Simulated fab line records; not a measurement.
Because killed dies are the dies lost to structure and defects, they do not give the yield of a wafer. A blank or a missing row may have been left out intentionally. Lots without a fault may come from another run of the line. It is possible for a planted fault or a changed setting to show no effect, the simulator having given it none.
fab line records + flow gf180mcu
record:
- lots: 13
- wafers: 39
- last_day: 34
route steps=602 shown HV_LDD@211 SALICIDE@280 CONTACT@302 M1@329
lots that met no fault: taken from a fault-free run of the same line
start_h: the number of hours between the record's first day and the start of the first shown wafer of the lot + wait_h: hours elapsed since this lot's preceding step + " as in the row above + L1.1+2: a row that stands for several wafers + - no value present, or no start provided + * or withheld: withheld + < > ~ a bound
route shown NAME@n: a module of which the file shows steps, and the number in the route of the first + usual: mean and standard deviation over wafers with no fault + same: alike in all rows + chamber/n: place in a boat + sites: readings site by site + _std_site: how widely they spread, as a standard deviation + _edge_site: inner sites' mean taken away from outer sites' mean + radius_mm: how far each site lies from the wafer's centre + mask NAME#n: copy n + behind: the most recent tool/chamber to have shaped the wafer + hold: the reason the lot was held/the length of the hold in hours/how it ended + device: which transistor (n, p or np) failed to switch + end of line: the tests these same wafers got at the end of their route + a step with no rows: only its recipe + killed: dies that structure and defects cost at the first sort, which is not the same as the wafer's yield + map: dies across one wafer; x = killed, . = not, _ = none there
set.NAME: the setting that was run; set.NAME@STEP: the one run at that earlier step + model.NAME: the simulator's own value behind a step, which no gauge read
the route's steps for a sample of lots (tables are steps, rows are wafers)
services: when a tool's chamber went out of use (start_h, in hours from the record's first day, below 0 if earlier), for how many hours, and the reason
== steps ==
step: GF_HV_LDD_IMPLANT_35
recipe:
- species: P
- energy_kev: 60
- dose_cm2: 7.5e+12
- tilt_deg: 30
- rotation_deg: 180
usual:
- dose_ions_cm2: 7.499e+12/7.9e+09
- faraday_current_uA: 42.3/0.86
- tilt_deg: 29.999/0.02
| lot.wafer | tool         | chamber | start_h | wait_h | dose_ions_cm2 | faraday_current_uA | tilt_deg |
|-----------|--------------|---------|---------|--------|---------------|--------------------|----------|
| L158.1    | implanter-01 | 0       | 257.71  | 0.1    | 7.505e+12     | 41.0               | 29.972   |
| L158.3    | "            | 0       | "       | "      | 7.517e+12     | 44.1               | 29.979   |
| L158.5    | "            | 0       | "       | "      | 7.511e+12     | 40.9               | 29.984   |
| L159.2    | implanter-02 | 0       | 264.88  | 0.1    | 7.501e+12     | 43.0               | 30.019   |
| L159.4    | "            | 0       | "       | "      | 7.48e+12      | 44.5               | 29.984   |
| L159.5    | "            | 0       | "       | "      | 7.5e+12       | 42.2               | 29.973   |
| L160.2    | implanter-04 | 0       | 269.48  | 0.1    | 7.505e+12     | 41.8               | 29.999   |
| L160.3    | "            | 0       | "       | "      | 7.501e+12     | 41.9               | 29.992   |
| L160.6    | "            | 0       | "       | "      | 7.495e+12     | 42.2               | 30.013   |
| L163.1    | implanter-01 | 0       | 287.74  | 0.1    | 7.498e+12     | 42.2               | 30.003   |
| L163.3    | "            | 0       | "       | "      | 7.501e+12     | 42.0               | 30.025   |
| L163.4    | "            | 0       | "       | "      | 7.494e+12     | 42.4               | 30.017   |
| L166.3    | implanter-01 | 0       | 316.60  | 0.1    | 7.48e+12      | 43.4               | 30.010   |
| L166.4    | "            | 0       | "       | "      | 7.499e+12     | 42.1               | 30.016   |
| L166.5    | "            | 0       | "       | "      | 7.491e+12     | 41.4               | 30.014   |
| L167.2    | implanter-02 | 0       | 319.43  | 0.1    | 7.497e+12     | 40.8               | 29.973   |
| L167.5    | "            | 0       | "       | "      | 7.482e+12     | 42.9               | 29.999   |
| L167.6    | "            | 0       | "       | "      | 7.497e+12     | 42.2               | 29.959   |
| L168.2    | implanter-01 | 0       | 327.03  | 0.1    | 7.484e+12     | 41.5               | 30.016   |
| L168.5    | "            | 0       | "       | "      | 7.496e+12     | 42.8               | 29.987   |
| L168.6    | "            | 0       | "       | "      | 7.49e+12      | 42.3               | 30.023   |
| L169.2    | implanter-01 | 0       | 337.06  | 0.1    | 7.49e+12      | 41.9               | 29.998   |
| L169.4    | "            | 0       | "       | "      | 7.493e+12     | 41.4               | 30.007   |
| L169.6    | "            | 0       | "       | "      | 7.493e+12     | 43.2               | 30.027   |
| L170.4    | implanter-02 | 0       | 347.44  | 0.1    | 7.488e+12     | 41.8               | 30.007   |
| L170.5    | "            | 0       | "       | "      | 7.492e+12     | 43.6               | 30.029   |
| L170.6    | "            | 0       | "       | "      | 7.506e+12     | 41.5               | 30.004   |
| L177.4    | implanter-01 | 0       | 402.29  | 0.1    | 7.49e+11      | 4.2                | 29.998   |
| L177.5    | "            | 0       | "       | "      | 7.41e+11      | 4.2                | 29.975   |
| L177.6    | "            | 0       | "       | "      | 7.44e+11      | 4.3                | 29.994   |
| L179.3    | implanter-01 | 0       | 414.71  | 0.1    | 7.49e+11      | 4.3                | 30.008   |
| L179.5    | "            | 0       | "       | "      | 7.43e+11      | 4.2                | 29.994   |
| L179.6    | "            | 0       | "       | "      | 7.44e+11      | 4.1                | 30.000   |
| L180.2    | implanter-02 | 0       | 424.76  | 0.1    | 7.504e+12     | 43.0               | 30.009   |
| L180.3    | "            | 0       | "       | "      | 7.489e+12     | 42.4               | 30.006   |
| L180.4    | "            | 0       | "       | "      | 7.483e+12     | 42.9               | 29.989   |
| L181.1    | implanter-04 | 0       | 440.93  | 0.1    | 7.495e+12     | 41.9               | 30.040   |
| L181.5    | "            | 0       | "       | "      | 7.499e+12     | 43.2               | 30.025   |
| L181.6    | "            | 0       | "       | "      | 7.495e+12     | 42.4               | 29.984   |
step: GF_HV_LDD_TW_MEAS_38
usual:
- HV_LDD_3_TW: 1439/6.7
| lot.wafer | tool          | chamber | start_h | wait_h | HV_LDD_3_TW |
|-----------|---------------|---------|---------|--------|-------------|
| L158.1    | film_metro-03 | -       | 258.11  | 0.1    | 1441        |
| L158.3    | "             | -       | "       | "      | 1434        |
| L158.5    | "             | -       | "       | "      | 1430        |
| L159.2    | film_metro-03 | -       | 265.27  | 0.1    | 1440        |
| L159.4    | "             | -       | "       | "      | 1435        |
| L159.5    | "             | -       | "       | "      | 1442        |
| L160.2    | film_metro-03 | -       | 269.87  | 0.1    | 1435        |
| L160.3    | "             | -       | "       | "      | 1433        |
| L160.6    | "             | -       | "       | "      | 1435        |
| L163.1    | film_metro-04 | -       | 288.14  | 0.1    | 1435        |
| L163.3    | "             | -       | "       | "      | 1451        |
| L163.4    | "             | -       | "       | "      | 1450        |
| L166.3    | film_metro-04 | -       | 316.97  | 0.1    | 1452        |
| L166.4    | "             | -       | "       | "      | 1450        |
| L166.5    | "             | -       | "       | "      | 1445        |
| L167.2    | film_metro-01 | -       | 319.81  | 0.1    | 1442        |
| L167.5    | "             | -       | "       | "      | 1430        |
| L167.6    | "             | -       | "       | "      | 1439        |
| L168.2    | film_metro-03 | -       | 327.41  | 0.1    | 1440        |
| L168.5    | "             | -       | "       | "      | 1435        |
| L168.6    | "             | -       | "       | "      | 1441        |
| L169.2    | film_metro-01 | -       | 337.45  | 0.1    | 1430        |
| L169.4    | "             | -       | "       | "      | 1430        |
| L169.6    | "             | -       | "       | "      | 1427        |
| L170.4    | film_metro-01 | -       | 347.79  | 0.1    | 1428        |
| L170.5    | "             | -       | "       | "      | 1428        |
| L170.6    | "             | -       | "       | "      | 1435        |
| L177.4    | film_metro-04 | -       | 402.64  | 0.1    | 1335        |
| L177.5    | "             | -       | "       | "      | 1339        |
| L177.6    | "             | -       | "       | "      | 1325        |
| L179.3    | film_metro-01 | -       | 415.08  | 0.1    | 1334        |
| L179.5    | "             | -       | "       | "      | 1328        |
| L179.6    | "             | -       | "       | "      | 1335        |
| L180.2    | film_metro-03 | -       | 425.14  | 0.1    | 1441        |
| L180.3    | "             | -       | "       | "      | 1437        |
| L180.4    | "             | -       | "       | "      | 1436        |
| L181.1    | film_metro-04 | -       | 441.33  | 0.1    | 1437        |
| L181.5    | "             | -       | "       | "      | 1433        |
| L181.6    | "             | -       | "       | "      | 1442        |
step: GF_HV_LDD_RS_MEAS_53
recipe:
- thk_meas_gauge: four-point-probe
usual:
- HV_LDD_RS: 418.5/1.1
| lot.wafer | tool          | chamber | start_h | wait_h | HV_LDD_RS[ohm/sq] |
|-----------|---------------|---------|---------|--------|-------------------|
| L158.1    | film_metro-03 | -       | 277.59  | 0.1    | 416.4             |
| L158.3    | "             | -       | "       | "      | 416.8             |
| L158.5    | "             | -       | "       | "      | 416.5             |
| L159.2    | film_metro-04 | -       | 285.80  | 0.1    | 418.5             |
| L159.4    | "             | -       | "       | "      | 419.7             |
| L159.5    | "             | -       | "       | "      | 419.1             |
| L160.2    | film_metro-04 | -       | 289.61  | 0.1    | 420.7             |
| L160.3    | "             | -       | "       | "      | 420.7             |
| L160.6    | "             | -       | "       | "      | 421.6             |
| L163.1    | film_metro-04 | -       | 309.07  | 0.1    | 420.0             |
| L163.3    | "             | -       | "       | "      | 419.1             |
| L163.4    | "             | -       | "       | "      | 419.8             |
| L166.3    | film_metro-03 | -       | 338.16  | 0.1    | 418.8             |
| L166.4    | "             | -       | "       | "      | 416.4             |
| L166.5    | "             | -       | "       | "      | 418.5             |
| L167.2    | film_metro-01 | -       | 341.47  | 0.1    | 417.3             |
| L167.5    | "             | -       | "       | "      | 418.5             |
| L167.6    | "             | -       | "       | "      | 418.0             |
| L168.2    | film_metro-01 | -       | 349.61  | 0.1    | 417.8             |
| L168.5    | "             | -       | "       | "      | 418.9             |
| L168.6    | "             | -       | "       | "      | 418.5             |
| L169.2    | film_metro-03 | -       | 359.80  | 0.1    | 417.4             |
| L169.4    | "             | -       | "       | "      | 417.5             |
| L169.6    | "             | -       | "       | "      | 418.0             |
| L170.4    | film_metro-01 | -       | 370.87  | 0.1    | 419.6             |
| L170.5    | "             | -       | "       | "      | 418.9             |
| L170.6    | "             | -       | "       | "      | 419.1             |
| L177.4    | film_metro-04 | -       | 426.85  | 0.1    | 439.3             |
| L177.5    | "             | -       | "       | "      | 438.5             |
| L177.6    | "             | -       | "       | "      | 437.1             |
| L179.3    | film_metro-03 | -       | 439.72  | 0.1    | 436.4             |
| L179.5    | "             | -       | "       | "      | 434.7             |
| L179.6    | "             | -       | "       | "      | 436.1             |
| L180.2    | film_metro-04 | -       | 450.33  | 0.1    | 421.0             |
| L180.3    | "             | -       | "       | "      | 420.0             |
| L180.4    | "             | -       | "       | "      | 419.5             |
| L181.1    | film_metro-04 | -       | 465.16  | 0.1    | 418.7             |
| L181.5    | "             | -       | "       | "      | 419.0             |
| L181.6    | "             | -       | "       | "      | 418.8             |
step: GF_SALICIDE_SPUTTER_02
recipe:
- material: Co
- target_thk_nm: 10
- power_w: 1000
- time_s: 20
- chamber_pressure_pa: 0.4
usual:
- throttle_valve_pct: 30.2/1.3
| lot.wafer | tool           | chamber | start_h | wait_h | throttle_valve_pct |
|-----------|----------------|---------|---------|--------|--------------------|
| L158.1    | pvd_sputter-03 | -       | 343.44  | 0.0    | 29.9               |
| L158.3    | "              | -       | "       | "      | 31.4               |
| L158.5    | "              | -       | "       | "      | 28.2               |
| L159.2    | pvd_sputter-01 | -       | 353.51  | 0.0    | 32.4               |
| L159.4    | "              | -       | "       | "      | 30.7               |
| L159.5    | "              | -       | "       | "      | 32.5               |
| L160.2    | pvd_sputter-04 | -       | 356.42  | 0.0    | 30.8               |
| L160.3    | "              | -       | "       | "      | 28.4               |
| L160.6    | "              | -       | "       | "      | 28.3               |
| L163.1    | pvd_sputter-04 | -       | 378.70  | 0.0    | 31.0               |
| L163.3    | "              | -       | "       | "      | 28.2               |
| L163.4    | "              | -       | "       | "      | 31.1               |
| L166.3    | pvd_sputter-01 | -       | 410.63  | 0.0    | 30.0               |
| L166.4    | "              | -       | "       | "      | 32.5               |
| L166.5    | "              | -       | "       | "      | 30.9               |
| L167.2    | pvd_sputter-04 | -       | 414.64  | 0.0    | 30.7               |
| L167.5    | "              | -       | "       | "      | 30.7               |
| L167.6    | "              | -       | "       | "      | 30.8               |
| L168.2    | pvd_sputter-01 | -       | 422.83  | 0.0    | 30.2               |
| L168.5    | "              | -       | "       | "      | 30.7               |
| L168.6    | "              | -       | "       | "      | 30.1               |
| L169.2    | pvd_sputter-01 | -       | 434.53  | 0.0    | 31.2               |
| L169.4    | "              | -       | "       | "      | 29.7               |
| L169.6    | "              | -       | "       | "      | 30.7               |
| L170.4    | pvd_sputter-03 | -       | 445.37  | 0.0    | 28.2               |
| L170.5    | "              | -       | "       | "      | 28.7               |
| L170.6    | "              | -       | "       | "      | 31.3               |
| L177.4    | pvd_sputter-03 | -       | 503.08  | 0.0    | 31.2               |
| L177.5    | "              | -       | "       | "      | 30.0               |
| L177.6    | "              | -       | "       | "      | 28.3               |
| L179.3    | pvd_sputter-03 | -       | 515.60  | 0.0    | 28.3               |
| L179.5    | "              | -       | "       | "      | 28.9               |
| L179.6    | "              | -       | "       | "      | 31.3               |
| L180.2    | pvd_sputter-01 | -       | 525.18  | 0.0    | 30.0               |
| L180.3    | "              | -       | "       | "      | 30.1               |
| L180.4    | "              | -       | "       | "      | 32.5               |
| L181.1    | pvd_sputter-01 | -       | 538.87  | 0.0    | 32.6               |
| L181.5    | "              | -       | "       | "      | 32.2               |
| L181.6    | "              | -       | "       | "      | 30.2               |
step: GF_CONTACT_OVL_MEAS_15
usual:
- CONTACT_OVL: 3/5.9
| lot.wafer | tool       | chamber | start_h | wait_h | CONTACT_OVL[nm] |
|-----------|------------|---------|---------|--------|-----------------|
| L158.1    | overlay-01 | -       | 367.08  | 0.1    | -4              |
| L158.3    | "          | -       | "       | "      | -1              |
| L158.5    | "          | -       | "       | "      | 2               |
| L159.2    | overlay-01 | -       | 377.38  | 0.1    | 5               |
| L159.4    | "          | -       | "       | "      | 5               |
| L159.5    | "          | -       | "       | "      | 2               |
| L160.2    | overlay-02 | -       | 380.80  | 0.1    | 13              |
| L160.3    | "          | -       | "       | "      | 11              |
| L160.6    | "          | -       | "       | "      | 10              |
| L163.1    | overlay-01 | -       | 403.23  | 0.1    | 3               |
| L163.3    | "          | -       | "       | "      | 1               |
| L163.4    | "          | -       | "       | "      | 5               |
| L166.3    | overlay-01 | -       | 435.99  | 0.1    | 12              |
| L166.4    | "          | -       | "       | "      | 9               |
| L166.5    | "          | -       | "       | "      | 6               |
| L167.2    | overlay-01 | -       | 439.88  | 0.1    | 4               |
| L167.5    | "          | -       | "       | "      | -5              |
| L167.6    | "          | -       | "       | "      | 3               |
| L168.2    | overlay-01 | -       | 448.23  | 0.1    | 6               |
| L168.5    | "          | -       | "       | "      | 7               |
| L168.6    | "          | -       | "       | "      | 2               |
| L169.2    | overlay-01 | -       | 459.82  | 0.1    | -3              |
| L169.4    | "          | -       | "       | "      | -9              |
| L169.6    | "          | -       | "       | "      | -2              |
| L170.4    | overlay-01 | -       | 471.13  | 0.1    | 3               |
| L170.5    | "          | -       | "       | "      | 4               |
| L170.6    | "          | -       | "       | "      | 2               |
| L177.4    | overlay-01 | -       | 527.26  | 0.1    | 4               |
| L177.5    | "          | -       | "       | "      | -2              |
| L177.6    | "          | -       | "       | "      | 4               |
| L179.3    | overlay-01 | -       | 539.69  | 0.1    | -4              |
| L179.5    | "          | -       | "       | "      | -4              |
| L179.6    | "          | -       | "       | "      | 2               |
| L180.2    | overlay-01 | -       | 549.17  | 0.1    | 1               |
| L180.3    | "          | -       | "       | "      | 7               |
| L180.4    | "          | -       | "       | "      | 4               |
| L181.1    | overlay-01 | -       | 562.00  | 0.1    | 3               |
| L181.5    | "          | -       | "       | "      | 1               |
| L181.6    | "          | -       | "       | "      | -7              |
step: GF_M1_CD_MEAS_14
recipe:
- target_cd_nm: 230
usual:
- cd_nm: 230.0/1.5
| lot.wafer | tool      | chamber | start_h | wait_h | cd_nm |
|-----------|-----------|---------|---------|--------|-------|
| L158.1    | cd_sem-01 | -       | 391.01  | 0.1    | 230.7 |
| L158.3    | "         | -       | "       | "      | 228.9 |
| L158.5    | "         | -       | "       | "      | 229.8 |
| L159.2    | cd_sem-01 | -       | 401.86  | 0.1    | 228.9 |
| L159.4    | "         | -       | "       | "      | 230.2 |
| L159.5    | "         | -       | "       | "      | 229.6 |
| L160.2    | cd_sem-02 | -       | 405.12  | 0.1    | 228.4 |
| L160.3    | "         | -       | "       | "      | 228.8 |
| L160.6    | "         | -       | "       | "      | 228.2 |
| L163.1    | cd_sem-01 | -       | 428.70  | 0.1    | 231.0 |
| L163.3    | "         | -       | "       | "      | 231.0 |
| L163.4    | "         | -       | "       | "      | 230.7 |
| L166.3    | cd_sem-02 | -       | 461.74  | 0.1    | 227.1 |
| L166.4    | "         | -       | "       | "      | 227.8 |
| L166.5    | "         | -       | "       | "      | 227.8 |
| L167.2    | cd_sem-02 | -       | 465.36  | 0.2    | 228.9 |
| L167.5    | "         | -       | "       | "      | 229.2 |
| L167.6    | "         | -       | "       | "      | 228.6 |
| L168.2    | cd_sem-02 | -       | 473.51  | 0.1    | 229.5 |
| L168.5    | "         | -       | "       | "      | 230.3 |
| L168.6    | "         | -       | "       | "      | 230.1 |
| L169.2    | cd_sem-02 | -       | 485.02  | 0.1    | 229.7 |
| L169.4    | "         | -       | "       | "      | 230.1 |
| L169.6    | "         | -       | "       | "      | 229.5 |
| L170.4    | cd_sem-02 | -       | 496.82  | 0.1    | 230.7 |
| L170.5    | "         | -       | "       | "      | 230.3 |
| L170.6    | "         | -       | "       | "      | 231.5 |
| L177.4    | cd_sem-02 | -       | 550.87  | 0.1    | 229.8 |
| L177.5    | "         | -       | "       | "      | 228.9 |
| L177.6    | "         | -       | "       | "      | 228.4 |
| L179.3    | cd_sem-01 | -       | 563.54  | 0.1    | 229.4 |
| L179.5    | "         | -       | "       | "      | 229.0 |
| L179.6    | "         | -       | "       | "      | 230.2 |
| L180.2    | cd_sem-01 | -       | 572.92  | 0.1    | 229.9 |
| L180.3    | "         | -       | "       | "      | 229.4 |
| L180.4    | "         | -       | "       | "      | 229.2 |
| L181.1    | cd_sem-01 | -       | 585.05  | 0.1    | 231.7 |
| L181.5    | "         | -       | "       | "      | 230.9 |
| L181.6    | "         | -       | "       | "      | 231.0 |
== services ==
| tool           | chamber | start_h | hours | kind                   |
|----------------|---------|---------|-------|------------------------|
| implanter-04   | -       | 273.27  | 18.4  | repair                 |
| implanter-04   | -       | 291.68  | 4.9   | pm                     |
| pvd_sputter-03 | -       | 302.11  | 1.8   | repair                 |
| pvd_sputter-03 | -       | 330.91  | 11.4  | repair                 |
| pvd_sputter-03 | -       | 360.28  | 3.0   | repair                 |
| pvd_sputter-03 | -       | 365.99  | 3.3   | repair                 |
| implanter-02   | -       | 369.89  | 2.0   | repair                 |
| implanter-02   | -       | 373.67  | 6.6   | pm                     |
| pvd_sputter-03 | -       | 378.59  | 2.9   | repair                 |
| pvd_sputter-03 | 2       | 385.65  | -     | consumable_replace:kit |
| pvd_sputter-03 | 2       | 385.65  | 18.0  | scheduled_down         |
| pvd_sputter-03 | 2       | 385.65  | 18.0  | vent_cycle             |
| pvd_sputter-04 | 0       | 439.25  | -     | consumable_replace:kit |
| pvd_sputter-04 | 0       | 439.25  | 18.0  | scheduled_down         |
| pvd_sputter-04 | 0       | 439.25  | 18.0  | vent_cycle             |
| implanter-01   | -       | 444.84  | 3.6   | repair                 |
| pvd_sputter-04 | -       | 447.06  | 4.3   | repair                 |
| pvd_sputter-04 | -       | 471.08  | 2.3   | repair                 |
| pvd_sputter-04 | -       | 479.53  | 3.5   | repair                 |
== key ==
first_sign:
- step: GF_HV_LDD_IMPLANT_35
- reading: dose_ions_cm2
- direction: down
- sigmas: 99+
- usual: 7.499e+12
- struck: 7.45e+11
effect:
- step: GF_HV_LDD_IMPLANT_35
- reading: faraday_current_uA
- direction: down
- sigmas: 44
- usual: 42.3
- struck: 4.2
effect:
- step: GF_HV_LDD_TW_MEAS_38
- reading: HV_LDD_3_TW
- direction: down
- sigmas: 16
- usual: 1439
- struck: 1333
effect:
- step: GF_HV_LDD_RS_MEAS_53
- reading: HV_LDD_RS
- direction: up
- sigmas: 16
- usual: 418.5
- struck: 437.0
met_at GF_HV_LDD_IMPLANT_35
struck_lots L177,L179
tester_left_out L177,L179
not_acting_at GF_SALICIDE_SPUTTER_02,GF_CONTACT_OVL_MEAS_15,GF_M1_CD_MEAS_14
onset_between 337.06 402.29
fault:
- kind: process_parameter_drift
- tool: implanter-01
- chamber: -
- onset_h: 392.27
- steps: GF_HV_LDD_IMPLANT_35
- channel: dose_cm2
- offset: -6.75e+12
- shape: step
- end_h: 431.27
- acts_in: these_recipes_only
- stated: 7.5e+12
tester_left_out: of these lots the tester's yield and bins aren't shown, on N5 and GAA mostly nor the transistor test; their killed dies are dies lost to structure and defects alone, not to doping, threshold or leakage, so they don't give the yield
